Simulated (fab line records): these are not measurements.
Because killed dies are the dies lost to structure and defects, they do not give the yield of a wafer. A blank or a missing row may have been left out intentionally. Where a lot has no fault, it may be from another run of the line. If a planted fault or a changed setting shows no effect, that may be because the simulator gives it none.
Check for tools in common || flow sky130 || Sample size 13 lots and 39 wafers

WHY THIS WAS OPENED
At SKY_NWELL_TW_MEAS_15 the reading NWELL_TW is flagged on 1 of 13 lots. Wafers without a fault read 1812, standard deviation 10.
Rule: a lot is flagged when every wafer of it that has a number lies more than 4 standard deviations from that mean, or none has a number. The other lots count as sound.

{"lot": "L111", "measured": "day 4 19:28", "on": "filmMetro-04", "NWELL_TW, wafer by wafer": "1832 1816 1820", "flag": ""}
{"lot": "L114", "measured": "day 5 17:03", "on": "filmMetro-01", "NWELL_TW, wafer by wafer": "1836 1811 1826", "flag": ""}
{"lot": "L116", "measured": "day 6 03:31", "on": "filmMetro-04", "NWELL_TW, wafer by wafer": "1810 1812 1813", "flag": ""}
{"lot": "L117", "measured": "day 6 09:10", "on": "filmMetro-02", "NWELL_TW, wafer by wafer": "1815 1814 1812", "flag": ""}
{"lot": "L120", "measured": "day 7 02:23", "on": "filmMetro-04", "NWELL_TW, wafer by wafer": "1813 1810 1818", "flag": ""}
{"lot": "L121", "measured": "day 7 06:39", "on": "filmMetro-01", "NWELL_TW, wafer by wafer": "30 30 30", "flag": "FLAGGED"}
{"lot": "L126", "measured": "day 8 12:01", "on": "filmMetro-01", "NWELL_TW, wafer by wafer": "1821 1828 1815", "flag": ""}
{"lot": "L127", "measured": "day 8 19:52", "on": "filmMetro-01", "NWELL_TW, wafer by wafer": "1810 1816 1808", "flag": ""}
{"lot": "L128", "measured": "day 9 03:52", "on": "filmMetro-04", "NWELL_TW, wafer by wafer": "1825 1826 1812", "flag": ""}
{"lot": "L129", "measured": "day 9 08:43", "on": "filmMetro-01", "NWELL_TW, wafer by wafer": "1818 1825 1812", "flag": ""}
{"lot": "L130", "measured": "day 9 13:13", "on": "filmMetro-02", "NWELL_TW, wafer by wafer": "1812 1800 1805", "flag": ""}
{"lot": "L132", "measured": "day 10 00:42", "on": "filmMetro-04", "NWELL_TW, wafer by wafer": "1812 1808 1815", "flag": ""}
{"lot": "L133", "measured": "day 10 07:36", "on": "filmMetro-02", "NWELL_TW, wafer by wafer": "1798 1804 1802", "flag": ""}
Averaged over the flagged lots the numbers come to 30, -1782 from the usual (-99 or more standard deviations).

EACH LOT AND THE TOOL IT RAN ON
Before the reading, the record contains 2 process steps out of a 708-step route. Read each cell as the tool, then ch plus the chambers that the sampled wafers visited, then the start.
{"lot": "L111", "flag": "", "SKY_PWDE_STRIP_09": "plasmaAsher-02 ch 0,1, day 4 01:44", "SKY_NWELL_STRIP_14": "plasmaAsher-04 ch 0,1, day 4 19:23"}
{"lot": "L114", "flag": "", "SKY_PWDE_STRIP_09": "plasmaAsher-03 ch 0,1, day 4 22:06", "SKY_NWELL_STRIP_14": "plasmaAsher-04 ch 1, day 5 16:57"}
{"lot": "L116", "flag": "", "SKY_PWDE_STRIP_09": "plasmaAsher-01 ch 0,1, day 5 08:48", "SKY_NWELL_STRIP_14": "plasmaAsher-03 ch 0,1, day 6 03:24"}
{"lot": "L117", "flag": "", "SKY_PWDE_STRIP_09": "plasmaAsher-03 ch 0,1, day 5 14:38", "SKY_NWELL_STRIP_14": "plasmaAsher-03 ch 0,1, day 6 09:05"}
{"lot": "L120", "flag": "", "SKY_PWDE_STRIP_09": "plasmaAsher-01 ch 0,1, day 6 07:11", "SKY_NWELL_STRIP_14": "plasmaAsher-04 ch 0,1, day 7 02:17"}
{"lot": "L121", "flag": "FLAGGED", "SKY_PWDE_STRIP_09": "plasmaAsher-01 ch 0,1, day 6 11:26", "SKY_NWELL_STRIP_14": "plasmaAsher-03 ch 0,1, day 7 06:33"}
{"lot": "L126", "flag": "", "SKY_PWDE_STRIP_09": "plasmaAsher-02 ch 0,1, day 7 14:33", "SKY_NWELL_STRIP_14": "plasmaAsher-04 ch 0,1, day 8 11:55"}
{"lot": "L127", "flag": "", "SKY_PWDE_STRIP_09": "plasmaAsher-03 ch 0,1, day 7 22:30", "SKY_NWELL_STRIP_14": "plasmaAsher-01 ch 0,1, day 8 19:45"}
{"lot": "L128", "flag": "", "SKY_PWDE_STRIP_09": "plasmaAsher-02 ch 1, day 8 06:23", "SKY_NWELL_STRIP_14": "plasmaAsher-04 ch 0,1, day 9 03:46"}
{"lot": "L129", "flag": "", "SKY_PWDE_STRIP_09": "plasmaAsher-02 ch 0,1, day 8 10:42", "SKY_NWELL_STRIP_14": "plasmaAsher-01 ch 0,1, day 9 08:36"}
{"lot": "L130", "flag": "", "SKY_PWDE_STRIP_09": "plasmaAsher-01 ch 0,1, day 8 14:50", "SKY_NWELL_STRIP_14": "plasmaAsher-04 ch 0,1, day 9 13:08"}
{"lot": "L132", "flag": "", "SKY_PWDE_STRIP_09": "plasmaAsher-03 ch 0,1, day 9 01:33", "SKY_NWELL_STRIP_14": "plasmaAsher-03 ch 0,1, day 10 00:36"}
{"lot": "L133", "flag": "", "SKY_PWDE_STRIP_09": "plasmaAsher-02 ch 0,1, day 9 08:57", "SKY_NWELL_STRIP_14": "plasmaAsher-03 ch 0,1, day 10 07:30"}
What is done by these steps:
- SKY_PWDE_STRIP_09: strips in O2/N2.
- SKY_NWELL_STRIP_14: strips in O2/N2.
- SKY_NWELL_TW_MEAS_15

FLAGGED OVER TOTAL, TOOL BY TOOL (the gauges that took the reading come last)
{"step": "SKY_PWDE_STRIP_09", "tool": "plasmaAsher-01", "lots run": 4, "flagged": 1, "share of the flagged lots": "all", "sound lots run after its first flagged lot": "1 (L130)"}
{"step": "SKY_PWDE_STRIP_09", "tool": "plasmaAsher-02", "lots run": 5, "flagged": 0, "share of the flagged lots": "none", "sound lots run after its first flagged lot": "-"}
{"step": "SKY_PWDE_STRIP_09", "tool": "plasmaAsher-03", "lots run": 4, "flagged": 0, "share of the flagged lots": "none", "sound lots run after its first flagged lot": "-"}
{"step": "SKY_NWELL_STRIP_14", "tool": "plasmaAsher-01", "lots run": 2, "flagged": 0, "share of the flagged lots": "none", "sound lots run after its first flagged lot": "-"}
{"step": "SKY_NWELL_STRIP_14", "tool": "plasmaAsher-03", "lots run": 5, "flagged": 1, "share of the flagged lots": "all", "sound lots run after its first flagged lot": "2 (L132,L133)"}
{"step": "SKY_NWELL_STRIP_14", "tool": "plasmaAsher-04", "lots run": 6, "flagged": 0, "share of the flagged lots": "none", "sound lots run after its first flagged lot": "-"}
{"step": "SKY_NWELL_TW_MEAS_15", "tool": "filmMetro-01", "lots run": 5, "flagged": 1, "share of the flagged lots": "all", "sound lots run after its first flagged lot": "3 (L126,L127,L129)"}
{"step": "SKY_NWELL_TW_MEAS_15", "tool": "filmMetro-02", "lots run": 3, "flagged": 0, "share of the flagged lots": "none", "sound lots run after its first flagged lot": "-"}
{"step": "SKY_NWELL_TW_MEAS_15", "tool": "filmMetro-04", "lots run": 5, "flagged": 0, "share of the flagged lots": "none", "sound lots run after its first flagged lot": "-"}

WHAT THE TABLE ALLOWS
3 rows of the table ran every flagged lot: plasmaAsher-01 at SKY_PWDE_STRIP_09, plasmaAsher-03 at SKY_NWELL_STRIP_14, filmMetro-01 at SKY_NWELL_TW_MEAS_15.
- plasmaAsher-01 at SKY_PWDE_STRIP_09: 1 of its 4 lots flagged. Lots that were sound ran on it after the first flagged one (L130); a persistent fault on the entire tool would not allow that. Its own readings (oesProductAu) fall more than 4 standard deviations out on all wafers of the flagged lots.
- plasmaAsher-03 at SKY_NWELL_STRIP_14: 1 of its 5 lots flagged. Lots that were sound ran on it after the first flagged one (L132, L133); a persistent fault on the entire tool would not allow that. Its own readings (stripTimeToEndpointS) fall more than 4 standard deviations out on all wafers of the flagged lots.
- filmMetro-01 at SKY_NWELL_TW_MEAS_15: 1 of its 5 lots flagged. Lots that were sound ran on it after the first flagged one (L126, L127, L129); a persistent fault on the entire tool would not allow that.
There is no row in the table that ran each flagged lot and no sound lot after the first.

WHAT THE SIMULATOR PUT IN
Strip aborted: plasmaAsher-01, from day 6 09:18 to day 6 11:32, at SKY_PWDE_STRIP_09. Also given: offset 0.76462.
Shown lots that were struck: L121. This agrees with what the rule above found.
